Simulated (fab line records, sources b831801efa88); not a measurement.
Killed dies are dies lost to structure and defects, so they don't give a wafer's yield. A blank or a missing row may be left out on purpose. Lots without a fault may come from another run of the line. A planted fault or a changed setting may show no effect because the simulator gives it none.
Which tool did it? | flow gf180mcu | 14 lots, 42 wafers sampled, at 2 steps of a route of 602

WHAT THE GAUGES READ, wafer by wafer
GF_PSD_RS_MEAS_15: measures by four-point-probe.
lot  | measured     | on            | PSD_RS (ohm/sq)
L722 | day 14 04:44 | film_metro-01 | 108.67 108.91 108.63
L723 | day 14 13:50 | film_metro-01 | 108.58 108.19 108.35
L726 | day 16 11:09 | film_metro-01 | 108.63 108.25 109.02
L727 | day 17 00:46 | film_metro-04 | 108.47 108.16 108.38
L730 | day 18 01:15 | film_metro-01 | 109.05 108.66 108.87
L731 | day 18 07:19 | film_metro-04 | 108.22 108.27 108.61
L735 | day 19 07:20 | film_metro-04 | 108.07 108.37 108.16
L737 | day 20 04:32 | film_metro-02 | 108.71 108.43 108.65
L738 | day 20 05:31 | film_metro-01 | 108.92 109.02 108.60
L740 | day 21 00:50 | film_metro-04 | 108.29 108.76 108.42
L741 | day 21 11:04 | film_metro-01 | 108.82 108.24 108.30
L742 | day 21 13:25 | film_metro-04 | 108.63 108.79 108.53
L743 | day 21 22:30 | film_metro-01 | 108.87 108.84 108.87
L744 | day 22 06:32 | film_metro-02 | 108.77 108.73 108.82

GF_CONTACT_THK_MEAS_01.
lot  | measured     | on            | CONTACT_CVD_00_THK (nm)
L722 | day 15 02:59 | film_metro-03 | 296 298 294
L723 | day 15 12:20 | film_metro-01 | 304 304 300
L726 | day 17 10:44 | film_metro-01 | 298 300 299
L727 | day 18 00:05 | film_metro-03 | 304 302 302
L730 | day 19 01:35 | film_metro-03 | 291 297 297
L731 | day 19 08:07 | film_metro-03 | 298 298 298
L735 | day 20 08:29 | film_metro-01 | 303 305 304
L737 | day 21 05:42 | film_metro-04 | 298 302 297
L738 | day 21 06:23 | film_metro-03 | 300 298 293
L740 | day 22 01:49 | film_metro-04 | 296 299 298
L741 | day 22 12:05 | film_metro-03 | 299 304 296
L742 | day 22 13:56 | film_metro-03 | 304 306 303
L743 | day 22 22:55 | film_metro-04 | 300 301 305
L744 | day 23 06:43 | film_metro-04 | 303 298 298

WHICH TOOL RAN EACH LOT (tool, then ch and the chambers of the sampled wafers, then the start)
The record holds no process step before these readings.

WHAT THE TOOLS THEMSELVES READ (means of the sampled wafers that have a number; where no wafer has one, the mark that the record gives instead)
The record holds no such reading with a usual standard deviation.

THE ANSWER, worked out from the rows above alone
Rule: what is usual is taken from the lots themselves. Put in order of their means at a reading, lots are off if they are a third of the lots or fewer, leave a main group of 4 or more, and stand apart from it by a gap of 3 or more times the standard deviation of the main group's means; of several such gaps the widest counts. A main group whose means are all the same, to the digits that the tables above print for the reading, isn't used. A lot without any number at a reading at which 4 lots or more have one is off too. The other lots that the step has rows for count as sound. The gauges are gone through in route order, then the tools' own readings, and for those a lot's mean is taken as printed above. The first step at which some lot is off is used, and at that step the reading that is off furthest; a lot without a number counts as furthest.
No lot is off at any reading shown: from this, nothing can be told.

WHAT THE SIMULATOR HAD PUT IN
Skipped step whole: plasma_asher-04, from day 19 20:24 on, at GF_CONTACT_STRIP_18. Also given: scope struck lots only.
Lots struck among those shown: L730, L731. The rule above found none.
